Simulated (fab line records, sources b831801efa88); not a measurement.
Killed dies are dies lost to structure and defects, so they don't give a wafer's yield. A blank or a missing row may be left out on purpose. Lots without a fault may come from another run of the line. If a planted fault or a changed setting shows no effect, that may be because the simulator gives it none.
fab line records -- flow sky130 -- part 1 of 2: steps 1 to 33 of 47
record lots=5, wafers=15, lastDay=50
route steps=708 shown VT_ADJUST_PCH@153 SONOS_TUNNEL@154 SONOS_ONO@168 GATE_OXIDE@187
lots untouched by any fault: they come from a run of this same line in which no faults occurred
startH: hours from the record's first day to the start of the lot's first wafer shown -- waitH: hours since the lot's step before -- " unchanged from the row above -- L1.1+2: several wafers, shown together as one row -- - value missing, or start not given -- * or withheld: withheld -- < > ~ a bound
route shown NAME@n: NAME is a module with steps in the file, n the number in the route of the first one -- usual: mean/standard deviation of fault-free wafers -- same: alike in all rows -- chamber/n: place in a boat -- sites: per-site readings -- _std_site: the standard deviation of these -- _edge_site: inner sites' mean taken away from outer sites' mean -- radiusMm: how far each site lies from the wafer's centre -- mask NAME#n: copy n -- behind: tool/chamber where the wafer was last shaped -- hold: reason for holding the lot/hours on hold/outcome of the hold -- device: the n, p or np transistor that did not switch -- end of line: tests run on the same wafers once the route is complete -- a step given without rows: its recipe and nothing more -- killed: count of dies lost to structure and defects at first sort (not the wafer's yield) -- map: the dies of a wafer, with x for killed, . for not killed, _ for no die there
set.NAME: the setting that was run; set.NAME@STEP: the one run at that earlier step -- model.NAME: the simulator's own value behind a step, which no gauge read
lots seen at some steps along the route; tables by step, rows by wafer
services: from which hour (startH, from the record's first day; less than 0 if before it) a tool's chamber was out of use, for how many hours, and why
## steps
# step SKY_VT_ADJUST_PCH_TW_MEAS_10
# usual VT_ADJUST_PCH_TW=141.2/1.2
lot.wafer,tool,chamber,startH,waitH,VT_ADJUST_PCH_TW
L076.1,filmMetro-04,-,260.90,0.1,142.5
L076.4,filmMetro-04,-,260.90,0.1,142.5
L076.5,filmMetro-04,-,260.90,0.1,142.3
L079.2,filmMetro-02,-,293.66,0.1,140.0
L079.3,filmMetro-02,-,293.66,0.1,139.5
L079.5,filmMetro-02,-,293.66,0.1,139.5
L089.1,filmMetro-04,-,350.05,0.1,143.7
L089.2,filmMetro-04,-,350.05,0.1,144.1
L089.5,filmMetro-04,-,350.05,0.1,143.4
L091.2,filmMetro-02,-,363.98,0.1,140.4
L091.3,filmMetro-02,-,363.98,0.1,141.4
L091.6,filmMetro-02,-,363.98,0.1,140.0
L092.1,filmMetro-02,-,368.22,0.1,140.6
L092.3,filmMetro-02,-,368.22,0.1,140.9
L092.4,filmMetro-02,-,368.22,0.1,140.3
# step SKY_SONOS_TUNNEL_DEHYDRATE_00
# recipe tempC=200, timeS=60
lot.wafer,tool,chamber,startH,waitH
L076.1+4+5,lithoTrack-01,0,271.44,10.5
L079.2+3+5,lithoTrack-01,0,306.11,12.4
L089.1+2+5,lithoTrack-03,0,362.44,12.4
L091.2+3+6,lithoTrack-03,0,376.21,12.2
L092.1+3+4,lithoTrack-01,0,381.29,13.1
# step SKY_SONOS_TUNNEL_HMDS_01
# recipe primeTimeS=60, primeTempC=120
# same primeTimeS=60
lot.wafer,tool,chamber,startH,waitH
L076.1+4+5,lithoTrack-01,0,271.59,0.1
L079.2+3+5,lithoTrack-01,0,306.26,0.1
L089.1+2+5,lithoTrack-03,0,362.59,0.1
L091.2+3+6,lithoTrack-03,0,376.36,0.1
L092.1+3+4,lithoTrack-01,0,381.44,0.1
# step SKY_SONOS_TUNNEL_COAT_02
# recipe resist=NOVOLAK, spinRpm=3000, resistThkNm=1140
lot.wafer,tool,chamber,startH,waitH
L076.1+4+5,lithoTrack-01,0,271.74,0.1
L079.2+3+5,lithoTrack-01,0,306.41,0.1
L089.1+2+5,lithoTrack-03,0,362.74,0.1
L091.2+3+6,lithoTrack-03,0,376.51,0.1
L092.1+3+4,lithoTrack-01,0,381.59,0.1
# step SKY_SONOS_TUNNEL_SOFTBAKE_03
# recipe tempC=90, timeS=60, resist=NOVOLAK
lot.wafer,tool,chamber,startH,waitH
L076.1+4+5,lithoTrack-01,0,271.89,0.1
L079.2+3+5,lithoTrack-01,0,306.56,0.1
L089.1+2+5,lithoTrack-03,0,362.89,0.1
L091.2+3+6,lithoTrack-03,0,376.66,0.1
L092.1+3+4,lithoTrack-01,0,381.74,0.1
# step SKY_SONOS_TUNNEL_EXPOSE_04
# recipe maskId=TUNM, na=0.6, sourceShape=conventional, sigmaOuter=0.6, polarization=unpolarized, targetCdNm=410, doseMj=136
lot.wafer,tool,chamber,startH,waitH,mask
L076.1+4+5,ilineStepper-01,0,-,-,TUNM#0
L079.2+3+5,ilineStepper-02,0,-,-,TUNM#0
L089.1+2+5,ilineStepper-01,0,-,-,TUNM#0
L091.2+3+6,ilineStepper-01,0,-,-,TUNM#0
L092.1+3+4,ilineStepper-01,0,-,-,TUNM#0
# step SKY_SONOS_TUNNEL_PEB_05
# recipe tempC=withheld, timeS=*, resist=NOVOLAK
lot.wafer,tool,chamber,startH,waitH
L076.1+4+5,lithoTrack-01,0,-,-
L079.2+3+5,lithoTrack-01,0,-,-
L089.1+2+5,lithoTrack-03,0,-,-
L091.2+3+6,lithoTrack-03,0,-,-
L092.1+3+4,lithoTrack-03,0,-,-
# step SKY_SONOS_TUNNEL_DEVELOP_06
# recipe resist=NOVOLAK, developer=TMAH, developTimeS=60, devTempC=23
lot.wafer,tool,chamber,startH,waitH
L076.1+4+5,lithoTrack-01,0,283.84,0.1
L079.2+3+5,lithoTrack-01,0,318.86,0.1
L089.1+2+5,lithoTrack-03,0,375.69,0.1
L091.2+3+6,lithoTrack-03,0,390.76,0.1
L092.1+3+4,lithoTrack-03,0,395.64,0.1
# step SKY_SONOS_TUNNEL_CD_MEAS_07
# recipe targetCdNm=410
# usual cdNm=410.7/1.8
lot.wafer,tool,chamber,startH,waitH,cdNm
L076.1,cdSem-02,-,283.99,0.1,411.1
L076.4,cdSem-02,-,283.99,0.1,408.7
L076.5,cdSem-02,-,283.99,0.1,410.6
L079.2,cdSem-01,-,319.01,0.1,411.5
L079.3,cdSem-01,-,319.01,0.1,410.9
L079.5,cdSem-01,-,319.01,0.1,410.3
L089.1,cdSem-02,-,375.84,0.1,412.2
L089.2,cdSem-02,-,375.84,0.1,409.9
L089.5,cdSem-02,-,375.84,0.1,412.2
L091.2,cdSem-02,-,390.91,0.1,412.8
L091.3,cdSem-02,-,390.91,0.1,412.0
L091.6,cdSem-02,-,390.91,0.1,412.6
L092.1,cdSem-01,-,395.79,0.1,413.1
L092.3,cdSem-01,-,395.79,0.1,413.2
L092.4,cdSem-01,-,395.79,0.1,414.4
# step SKY_SONOS_TUNNEL_OVL_MEAS_08
# usual SONOS_TUNNEL_OVL=0.2/1.2
lot.wafer,tool,chamber,startH,waitH,SONOS_TUNNEL_OVL[nm]
L076.1,overlay-02,-,284.11,0.1,1.3
L076.4,overlay-02,-,284.11,0.1,1.7
L076.5,overlay-02,-,284.11,0.1,0.4
L079.2,overlay-02,-,319.11,0.1,0.4
L079.3,overlay-02,-,319.11,0.1,1.4
L079.5,overlay-02,-,319.11,0.1,1.1
L089.1,overlay-01,-,375.96,0.1,0.9
L089.2,overlay-01,-,375.96,0.1,-0.6
L089.5,overlay-01,-,375.96,0.1,0.3
L091.2,overlay-02,-,391.01,0.1,2.5
L091.3,overlay-02,-,391.01,0.1,0.4
L091.6,overlay-02,-,391.01,0.1,1.0
L092.1,overlay-01,-,395.91,0.1,0.8
L092.3,overlay-01,-,395.91,0.1,-0.8
L092.4,overlay-01,-,395.91,0.1,-1.4
# step SKY_SONOS_TUNNEL_IMPLANT_09
# recipe species=B, energyKev=20, doseCm2=1e+12, tiltDeg=withheld
# same implantIonAmu=11
lot.wafer,tool,chamber,startH,waitH
L076.1+4+5,implanter-01,0,284.14,0.0
L079.2+3+5,implanter-01,0,319.17,0.0
L089.1+2+5,implanter-02,0,375.99,0.0
L091.2+3+6,implanter-01,0,391.07,0.0
L092.1+3+4,implanter-03,0,395.94,0.0
# step SKY_SONOS_TUNNEL_WET_ETCH_10
# recipe chemistry=dHF, targetDepthNm=14, target=SiO2, dilution=100:1, tempC=25, timeS=280
lot.wafer,tool,chamber,startH,waitH
L076.1+4+5,wetBench-04,3,284.29,0.1
L079.2+3+5,wetBench-01,0,319.29,0.1
L089.1+2+5,wetBench-02,1,376.14,0.1
L091.2+3+6,wetBench-01,3,391.19,0.1
L092.1+3+4,wetBench-04,3,396.09,0.1
# step SKY_SONOS_TUNNEL_STRIP_11
# recipe chemistry=SPM, timeS=600, tempC=130
lot.wafer,tool,chamber,startH,waitH
L076.1+4+5,wetBench-01,2,284.38,0.0
L079.2+3+5,wetBench-04,0,319.38,0.0
L089.1+2+5,wetBench-01,1,376.23,0.0
L091.2+3+6,wetBench-02,0,391.28,0.0
L092.1+3+4,wetBench-01,0,396.18,0.0
# step SKY_SONOS_TUNNEL_TW_MEAS_12
# usual SONOS_TUNNEL_TW=196.2/1.5
lot.wafer,tool,chamber,startH,waitH,SONOS_TUNNEL_TW
L076.1,filmMetro-04,-,284.57,0.0,195.9
L076.4,filmMetro-04,-,284.57,0.0,197.0
L076.5,filmMetro-04,-,284.57,0.0,195.7
L079.2,filmMetro-04,-,319.56,0.0,196.0
L079.3,filmMetro-04,-,319.56,0.0,196.9
L079.5,filmMetro-04,-,319.56,0.0,196.4
L089.1,filmMetro-02,-,376.58,0.0,194.5
L089.2,filmMetro-02,-,376.58,0.0,194.3
L089.5,filmMetro-02,-,376.58,0.0,193.8
L091.2,filmMetro-01,-,391.48,0.0,196.0
L091.3,filmMetro-01,-,391.48,0.0,196.8
L091.6,filmMetro-01,-,391.48,0.0,197.6
L092.1,filmMetro-04,-,396.36,0.0,198.0
L092.3,filmMetro-04,-,396.36,0.0,198.1
L092.4,filmMetro-04,-,396.36,0.0,196.4
# step SKY_SONOS_TUNNEL_CLEAN_13
# recipe chemistry=dHF, timeS=20, dilution=100:1, dry=ipaMarangoni
lot.wafer,tool,chamber,startH,waitH
L076.1+4+5,wetBench-02,3,284.63,0.1
L079.2+3+5,wetBench-02,3,319.61,0.0
L089.1+2+5,wetBench-04,1,376.64,0.1
L091.2+3+6,wetBench-01,1,391.53,0.0
L092.1+3+4,wetBench-02,3,396.42,0.1
# step SKY_SONOS_ONO_OXIDATION_00
# recipe tempC=800, ambient=O2, idleTempC=700, rampUpCPerMin=10, rampDownCPerMin=3, stabiliseS=600, purgeS=300, targetThkA=26, oxTimeS=1249
# usual rampUpCPerMin=9.9999/0.0018, spikeTcCentreC=799.7/1, spikeTcUpperC=799.3/1.3
lot.wafer,tool,chamber,startH,waitH,rampUpCPerMin,spikeTcCentreC,spikeTcUpperC
L076.1,furnace-01,0,285.85,1.2,9.9963,799.5,800.8
L076.4,furnace-01,0,285.85,1.2,9.9977,800.7,799.8
L076.5,furnace-01,0,285.85,1.2,9.9984,801.3,801.0
L079.2,furnace-02,0,320.57,0.9,10.003,798.7,797.7
L079.3,furnace-02,0,320.57,0.9,9.9989,799.5,799.2
L079.5,furnace-02,0,320.57,0.9,10.004,798.3,801.0
L089.1,furnace-02,0,376.86,0.2,10.001,798.8,798.3
L089.2,furnace-02,0,376.86,0.2,10.001,800.4,798.6
L089.5,furnace-02,0,376.86,0.2,10.001,798.2,799.0
L091.2,furnace-02,0,392.26,0.7,9.9978,799.6,798.1
L091.3,furnace-02,0,392.26,0.7,9.9961,799.9,797.9
L091.6,furnace-02,0,392.26,0.7,10.000,800.2,797.1
L092.1,furnace-01,0,397.79,1.4,9.9994,800.3,800.5
L092.3,furnace-01,0,397.79,1.4,10.001,798.9,800.7
L092.4,furnace-01,0,397.79,1.4,9.9999,798.9,801.2
# step SKY_SONOS_ONO_THK_MEAS_01
# recipe reads=SiO2_of_SONOS_ONO_OXIDATION_00
# usual SONOS_ONO_OXIDATION_THK=2.58/0.054
lot.wafer,tool,chamber,startH,waitH,SONOS_ONO_OXIDATION_THK[nm]
L076.1,filmMetro-03,-,287.20,0.0,2.68
L076.4,filmMetro-03,-,287.20,0.0,2.63
L076.5,filmMetro-03,-,287.20,0.0,2.61
L079.2,filmMetro-01,-,321.93,0.0,2.57
L079.3,filmMetro-01,-,321.93,0.0,2.57
L079.5,filmMetro-01,-,321.93,0.0,2.59
L089.1,filmMetro-02,-,378.21,0.0,2.58
L089.2,filmMetro-02,-,378.21,0.0,2.55
L089.5,filmMetro-02,-,378.21,0.0,2.55
L091.2,filmMetro-03,-,393.62,0.0,2.62
L091.3,filmMetro-03,-,393.62,0.0,2.55
L091.6,filmMetro-03,-,393.62,0.0,2.61
L092.1,filmMetro-03,-,399.14,0.0,2.58
L092.3,filmMetro-03,-,399.14,0.0,2.56
L092.4,filmMetro-03,-,399.14,0.0,2.60
# step SKY_SONOS_ONO_CVD_02
# recipe material=Si3N4, precursor=DCS/NH3, targetThkNm=10.5, tempC=770, timeS=180, pressureMtorr=250
# usual spikeTcCentreC=770.8/1.1, spikeTcUpperC=769.9/1.2
lot.wafer,tool,chamber,startH,waitH,spikeTcCentreC,spikeTcUpperC
L076.1,lpcvd-02,1,287.26,0.1,771.1,769.3
L076.4,lpcvd-02,1,287.26,0.1,770.5,772.1
L076.5,lpcvd-02,1,287.26,0.1,769.5,770.0
L079.2,lpcvd-02,1,321.98,0.0,770.7,768.8
L079.3,lpcvd-02,1,321.98,0.0,770.1,768.7
L079.5,lpcvd-02,1,321.98,0.0,771.7,768.8
L089.1,lpcvd-02,1,380.96,2.7,769.2,769.2
L089.2,lpcvd-02,1,380.96,2.7,770.5,771.4
L089.5,lpcvd-02,1,380.96,2.7,771.0,770.1
L091.2,lpcvd-02,1,394.11,0.5,770.4,770.8
L091.3,lpcvd-02,1,394.11,0.5,770.9,770.4
L091.6,lpcvd-02,1,394.11,0.5,770.9,767.1
L092.1,lpcvd-02,0,399.88,0.7,770.2,769.4
L092.3,lpcvd-02,0,399.88,0.7,770.3,770.3
L092.4,lpcvd-02,0,399.88,0.7,770.8,770.0
# step SKY_SONOS_ONO_THK_MEAS_03
# recipe reads=Si3N4_of_SONOS_ONO_CVD_02
# usual SONOS_ONO_CVD_02_THK=10.48/0.13
lot.wafer,tool,chamber,startH,waitH,SONOS_ONO_CVD_02_THK[nm]
L076.1,filmMetro-01,-,288.31,0.0,10.39
L076.4,filmMetro-01,-,288.31,0.0,10.38
L076.5,filmMetro-01,-,288.31,0.0,10.31
L079.2,filmMetro-01,-,323.04,0.0,10.41
L079.3,filmMetro-01,-,323.04,0.0,10.60
L079.5,filmMetro-01,-,323.04,0.0,10.47
L089.1,filmMetro-01,-,382.01,0.0,10.40
L089.2,filmMetro-01,-,382.01,0.0,10.42
L089.5,filmMetro-01,-,382.01,0.0,10.30
L091.2,filmMetro-01,-,395.17,0.0,10.45
L091.3,filmMetro-01,-,395.17,0.0,10.42
L091.6,filmMetro-01,-,395.17,0.0,10.32
L092.1,filmMetro-01,-,400.93,0.0,10.38
L092.3,filmMetro-01,-,400.93,0.0,10.46
L092.4,filmMetro-01,-,400.93,0.0,10.23
# step SKY_SONOS_ONO_CVD_04
# recipe material=SiO2, precursor=SiH4/N2O, targetThkNm=5.7199, tempC=900, pressureMtorr=400
# usual spikeTcCentreC=900.8/1.2, spikeTcUpperC=899.8/1.1
lot.wafer,tool,chamber,startH,waitH,spikeTcCentreC,spikeTcUpperC
L076.1,lpcvd-03,1,288.37,0.1,901.3,898.6
L076.4,lpcvd-03,1,288.37,0.1,901.3,900.2
L076.5,lpcvd-03,1,288.37,0.1,902.3,899.2
L079.2,lpcvd-03,0,323.09,0.0,899.0,900.9
L079.3,lpcvd-03,0,323.09,0.0,899.5,901.9
L079.5,lpcvd-03,0,323.09,0.0,901.4,901.2
L089.1,lpcvd-03,1,382.07,0.1,900.3,899.9
L089.2,lpcvd-03,1,382.07,0.1,902.8,899.6
L089.5,lpcvd-03,1,382.07,0.1,901.4,899.5
L091.2,lpcvd-03,1,395.22,0.0,900.9,899.7
L091.3,lpcvd-03,1,395.22,0.0,899.9,899.8
L091.6,lpcvd-03,1,395.22,0.0,900.5,900.3
L092.1,lpcvd-03,0,400.99,0.1,898.8,899.5
L092.3,lpcvd-03,0,400.99,0.1,899.0,899.1
L092.4,lpcvd-03,0,400.99,0.1,900.3,900.0
# step SKY_SONOS_ONO_THK_MEAS_05
# recipe reads=SiO2_of_SONOS_ONO_CVD_04
# usual SONOS_ONO_CVD_04_THK=5.65/0.11
lot.wafer,tool,chamber,startH,waitH,SONOS_ONO_CVD_04_THK[nm]
L076.1,filmMetro-03,-,289.62,0.0,5.78
L076.4,filmMetro-03,-,289.62,0.0,5.75
L076.5,filmMetro-03,-,289.62,0.0,5.81
L079.2,filmMetro-03,-,324.35,0.0,5.87
L079.3,filmMetro-03,-,324.35,0.0,5.73
L079.5,filmMetro-03,-,324.35,0.0,5.83
L089.1,filmMetro-01,-,383.32,0.0,5.77
L089.2,filmMetro-01,-,383.32,0.0,5.66
L089.5,filmMetro-01,-,383.32,0.0,5.71
L091.2,filmMetro-02,-,396.48,0.0,5.61
L091.3,filmMetro-02,-,396.48,0.0,5.66
L091.6,filmMetro-02,-,396.48,0.0,5.73
L092.1,filmMetro-02,-,402.86,0.0,5.54
L092.3,filmMetro-02,-,402.86,0.0,5.61
L092.4,filmMetro-02,-,402.86,0.0,5.56
# step SKY_SONOS_ONO_DEHYDRATE_06
# recipe tempC=200, timeS=60
lot.wafer,tool,chamber,startH,waitH
L076.1+4+5,lithoTrack-03,0,301.44,11.8
L079.2+3+5,lithoTrack-01,0,336.51,12.2
L089.1+2+5,lithoTrack-04,0,396.29,13.0
L091.2+3+6,lithoTrack-03,0,410.21,13.7
L092.1+3+4,lithoTrack-03,0,417.39,14.5
# step SKY_SONOS_ONO_HMDS_07
# recipe primeTimeS=60, primeTempC=120
# same primeTimeS=60
lot.wafer,tool,chamber,startH,waitH
L076.1+4+5,lithoTrack-03,0,301.59,0.1
L079.2+3+5,lithoTrack-01,0,336.66,0.1
L089.1+2+5,lithoTrack-04,0,396.44,0.1
L091.2+3+6,lithoTrack-03,0,410.36,0.1
L092.1+3+4,lithoTrack-03,0,417.54,0.1
# step SKY_SONOS_ONO_COAT_08
# recipe resist=NOVOLAK, spinRpm=3000, resistThkNm=1140
lot.wafer,tool,chamber,startH,waitH
L076.1+4+5,lithoTrack-03,0,301.74,0.1
L079.2+3+5,lithoTrack-01,0,336.81,0.1
L089.1+2+5,lithoTrack-04,0,396.59,0.1
L091.2+3+6,lithoTrack-03,0,410.51,0.1
L092.1+3+4,lithoTrack-03,0,417.69,0.1
# step SKY_SONOS_ONO_SOFTBAKE_09
# recipe tempC=90, timeS=60, resist=NOVOLAK
lot.wafer,tool,chamber,startH,waitH
L076.1+4+5,lithoTrack-03,0,301.89,0.1
L079.2+3+5,lithoTrack-01,0,336.96,0.1
L089.1+2+5,lithoTrack-04,0,396.74,0.1
L091.2+3+6,lithoTrack-03,0,410.66,0.1
L092.1+3+4,lithoTrack-03,0,417.84,0.1
# step SKY_SONOS_ONO_EXPOSE_10
# recipe maskId=ONOM, targetCdNm=410, na=0.6, sourceShape=conventional, sigmaOuter=0.6, doseMj=150
lot.wafer,tool,chamber,startH,waitH,mask
L076.1+4+5,ilineStepper-02,0,-,-,ONOM#0
L079.2+3+5,ilineStepper-02,0,-,-,ONOM#0
L089.1+2+5,ilineStepper-01,0,-,-,ONOM#0
L091.2+3+6,ilineStepper-01,0,-,-,ONOM#0
L092.1+3+4,ilineStepper-02,0,-,-,ONOM#0
# step SKY_SONOS_ONO_PEB_11
# recipe tempC=withheld, timeS=*, resist=NOVOLAK
lot.wafer,tool,chamber,startH,waitH
L076.1+4+5,lithoTrack-04,0,-,-
L079.2+3+5,lithoTrack-03,0,-,-
L089.1+2+5,lithoTrack-01,0,-,-
L091.2+3+6,lithoTrack-03,0,-,-
L092.1+3+4,lithoTrack-03,0,-,-
# step SKY_SONOS_ONO_DEVELOP_12
# recipe developTimeS=60, devTempC=23
lot.wafer,tool,chamber,startH,waitH
L076.1+4+5,lithoTrack-04,0,313.74,0.1
L079.2+3+5,lithoTrack-03,0,349.86,0.1
L089.1+2+5,lithoTrack-01,0,411.04,0.1
L091.2+3+6,lithoTrack-03,0,424.91,0.1
L092.1+3+4,lithoTrack-03,0,432.39,0.1
# step SKY_SONOS_ONO_CD_MEAS_13
# recipe targetCdNm=410
# usual cdNm=408.9/2.8
lot.wafer,tool,chamber,startH,waitH,cdNm
L076.1,cdSem-02,-,313.89,0.1,412.6
L076.4,cdSem-02,-,313.89,0.1,413.5
L076.5,cdSem-02,-,313.89,0.1,410.9
L079.2,cdSem-01,-,350.01,0.1,409.5
L079.3,cdSem-01,-,350.01,0.1,407.3
L079.5,cdSem-01,-,350.01,0.1,409.4
L089.1,cdSem-01,-,411.19,0.1,415.3
L089.2,cdSem-01,-,411.19,0.1,416.0
L089.5,cdSem-01,-,411.19,0.1,415.4
L091.2,cdSem-01,-,425.06,0.1,403.0
L091.3,cdSem-01,-,425.06,0.1,404.6
L091.6,cdSem-01,-,425.06,0.1,404.5
L092.1,cdSem-01,-,432.54,0.1,404.4
L092.3,cdSem-01,-,432.54,0.1,404.3
L092.4,cdSem-01,-,432.54,0.1,405.4
# step SKY_SONOS_ONO_OVL_MEAS_14
# usual SONOS_ONO_OVL=-0.7/1.4
lot.wafer,tool,chamber,startH,waitH,SONOS_ONO_OVL[nm]
L076.1,overlay-02,-,314.01,0.1,-0.3
L076.4,overlay-02,-,314.01,0.1,-0.5
L076.5,overlay-02,-,314.01,0.1,-0.4
L079.2,overlay-02,-,350.12,0.1,1.3
L079.3,overlay-02,-,350.12,0.1,0.6
L079.5,overlay-02,-,350.12,0.1,-0.6
L089.1,overlay-02,-,411.31,0.1,0.1
L089.2,overlay-02,-,411.31,0.1,0.4
L089.5,overlay-02,-,411.31,0.1,-1.3
L091.2,overlay-02,-,425.16,0.1,-0.6
L091.3,overlay-02,-,425.16,0.1,1.0
L091.6,overlay-02,-,425.16,0.1,0.0
L092.1,overlay-02,-,432.66,0.1,-2.7
L092.3,overlay-02,-,432.66,0.1,-3.3
L092.4,overlay-02,-,432.66,0.1,-0.9
# step SKY_SONOS_ONO_ETCH_15
# recipe targetDepthNm=19.52, chemistry=CHF3/O2, sourceW=600, biasW=200, pressureMtorr=40, chf3FlowSccm=50, O2_flow_sccm=5, timeS=7.8
# usual drypumpMotorCurrentA=6.0/0.42, oesProductAu=0.999/0.0094, throttleValvePct=8.823/0.0095
lot.wafer,tool,chamber,startH,waitH,drypumpMotorCurrentA,oesProductAu,rfHoursCounterH,throttleValvePct
L076.1,rieDiel-02,1,314.05,0.0,5.5,0.999,6,8.829
L076.4,rieDiel-02,0,314.05,0.0,6.0,0.995,10,8.818
L076.5,rieDiel-02,1,314.05,0.0,5.4,0.991,-,8.828
L079.2,rieDiel-01,0,350.15,0.0,5.9,0.995,1,8.810
L079.3,rieDiel-01,3,350.15,0.0,6.2,0.981,11,8.834
L079.5,rieDiel-01,2,350.15,0.0,6.0,1.003,-,8.825
L089.1,rieDiel-02,0,411.34,0.0,6.0,0.995,12,8.818
L089.2,rieDiel-02,2,411.34,0.0,6.7,1.013,14,8.824
L089.5,rieDiel-02,1,411.34,0.0,5.5,1.012,-,8.832
L091.2,rieDiel-02,3,425.19,0.0,6.2,0.989,107,8.813
L091.3,rieDiel-02,0,425.19,0.0,6.0,0.999,12,8.826
L091.6,rieDiel-02,0,425.19,0.0,6.0,0.999,-,8.822
L092.1,rieDiel-01,2,432.69,0.0,6.0,1.001,7,8.808
L092.3,rieDiel-01,1,432.69,0.0,6.1,0.994,3,8.812
L092.4,rieDiel-01,3,432.69,0.0,6.2,0.989,12,8.838
# step SKY_SONOS_ONO_WET_ETCH_16
# recipe chemistry=dHF, targetDepthNm=14, dry=n2Spin, target=SiO2, dilution=100:1, tempC=25, timeS=280
lot.wafer,tool,chamber,startH,waitH
L076.1+4+5,wetBench-02,3,314.07,0.0
L079.2+3+5,wetBench-01,0,350.17,0.0
L089.1+2+5,wetBench-02,3,411.36,0.0
L091.2+3+6,wetBench-01,3,425.22,0.0
L092.1+3+4,wetBench-03,3,432.72,0.0
# step SKY_SONOS_ONO_STRIP_17
# recipe chemistry=O2/N2, powerW=1400, pressureMtorr=1500, platenTempC=withheld, o2FlowSccm=3000, n2FlowSccm=300, overashFraction=0.5
# usual drypumpMotorCurrentA=5.5/0.3, oesProductAu=0.710/0.0041, stripTimeToEndpointS=14.11/0.038
lot.wafer,tool,chamber,startH,waitH,drypumpMotorCurrentA,oesProductAu,rfHoursCounterH,stripTimeToEndpointS
L076.1,plasmaAsher-02,1,314.15,0.0,5.9,0.707,62,14.13
L076.4,plasmaAsher-02,0,314.15,0.0,5.7,0.707,-,14.12
L076.5,plasmaAsher-02,0,314.15,0.0,5.7,0.703,-,14.08
L079.2,plasmaAsher-03,1,350.25,0.0,5.3,0.704,55,14.10
L079.3,plasmaAsher-03,0,350.25,0.0,5.3,0.711,-,14.09
L079.5,plasmaAsher-03,0,350.25,0.0,5.3,0.711,-,14.13
L089.1,plasmaAsher-02,0,411.45,0.0,5.7,0.708,72,14.15
L089.2,plasmaAsher-02,1,411.45,0.0,5.9,0.714,72,14.15
L089.5,plasmaAsher-02,1,411.45,0.0,5.9,0.715,-,14.15
L091.2,plasmaAsher-01,0,425.30,0.0,5.1,0.709,28,14.15
L091.3,plasmaAsher-01,1,425.30,0.0,5.3,0.710,-,14.15
L091.6,plasmaAsher-01,0,425.30,0.0,5.1,0.712,-,14.12
L092.1,plasmaAsher-01,0,432.80,0.0,5.1,0.711,29,14.10
L092.3,plasmaAsher-01,1,432.80,0.0,5.3,0.711,-,14.05
L092.4,plasmaAsher-01,0,432.80,0.0,5.1,0.717,-,14.09
